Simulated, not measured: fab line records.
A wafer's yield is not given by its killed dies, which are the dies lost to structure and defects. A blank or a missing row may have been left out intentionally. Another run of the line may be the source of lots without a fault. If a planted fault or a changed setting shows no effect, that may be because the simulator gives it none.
Struck lot and sound lot, side by side    flow sky130    14 out of 708 route steps
Sound: the wafers L391.1, L391.2, L391.6. Struck: wafers L388.3, L388.5, L388.6. Last of all comes the cause.
Per side, at each step with rows, come the tool, then ch with its chambers, and then its first start. Under that, the readings that differ: sound wafers    struck wafers    difference of the means    sigmas: that difference in standard deviations of wafers without a fault.
alike: readings with means less than 2 such deviations apart, plus words and numbers identical on both sides. not compared: withheld readings, readings lacking a value on some wafer, bounds such as >300 that could conceal the same value, and numbers that have no deviation in the record and whose values overlap.
The two part at a step that has a row with sigmas, a row that says differs or no value, or rows on one side only. Numbers that have no deviation but don't overlap get no sigmas and don't part them. A reading that every wafer of one side lacks parts them only if that side has two wafers or more.

first, 2 steps without rows for these wafers: SKY_METAL3_CLEAN_22 (cleans in O3/DIW); SKY_VIA3_HDPCVD_00 (deposits SiO2, target thk 1635 nm, time 272.5 s).
SKY_VIA3_THK_MEAS_01:
  sound on film_metro-02 at day 44 09:33; struck on film_metro-02 at day 43 12:06
  alike: VIA3_HDPCVD_THK
SKY_VIA3_CMP_02: polishes SiO2.
  sound on cmp-01 ch 0,2,3, day 44 09:40; struck on cmp-01 ch 0,3, day 43 12:11
  alike: motor_current_A
SKY_VIA3_BOW_MEAS_03:
  sound on film_metro-04 at day 44 09:55; struck on film_metro-02 at day 43 12:31
  alike: VIA3_BOW
then, 7 steps without rows for these wafers: SKY_VIA3_DEHYDRATE_04 (time 60 s); SKY_VIA3_HMDS_05 (prime time 60 s); SKY_VIA3_COAT_06 (resist thk 60 nm); SKY_VIA3_COAT_07 (resist thk 450 nm); SKY_VIA3_SOFTBAKE_08 (time 90 s); SKY_VIA3_EXPOSE_09 (exposes mask VIM3, target cd 200 nm); SKY_VIA3_PEB_10.
SKY_VIA3_DEVELOP_11: develop time 60 s.
  struck on litho_track-03, day 44 11:00; sound on litho_track-03 ch 0, day 45 07:00
  no value came back on the struck wafers for chill_plate_temp_C (C), develop_time_s (s), exhaust_pa (Pa); on the sound wafers chill_plate_temp_C (C) reads 23.13 23.19 22.98
reading                                      sound            struck             difference  sigmas
model.KrF-thick_of_VIA3_COAT_07.thk_nm (nm)  436.4 437.9 436  450.1 449.6 450.1  +13.2       
SKY_VIA3_CD_MEAS_12: target cd 200 nm.
  sound on cd_sem-01 at day 45 08:08; struck on cd_sem-01 at day 44 11:31
reading     sound              struck  difference                     sigmas
cd_nm (nm)  198.2 198.0 201.3  - - -   no value on the struck wafers  

## WHERE THEY PART
At SKY_VIA3_DEVELOP_11 first; at SKY_VIA3_CD_MEAS_12 last (within this record only).

WHY: what the simulator had put in
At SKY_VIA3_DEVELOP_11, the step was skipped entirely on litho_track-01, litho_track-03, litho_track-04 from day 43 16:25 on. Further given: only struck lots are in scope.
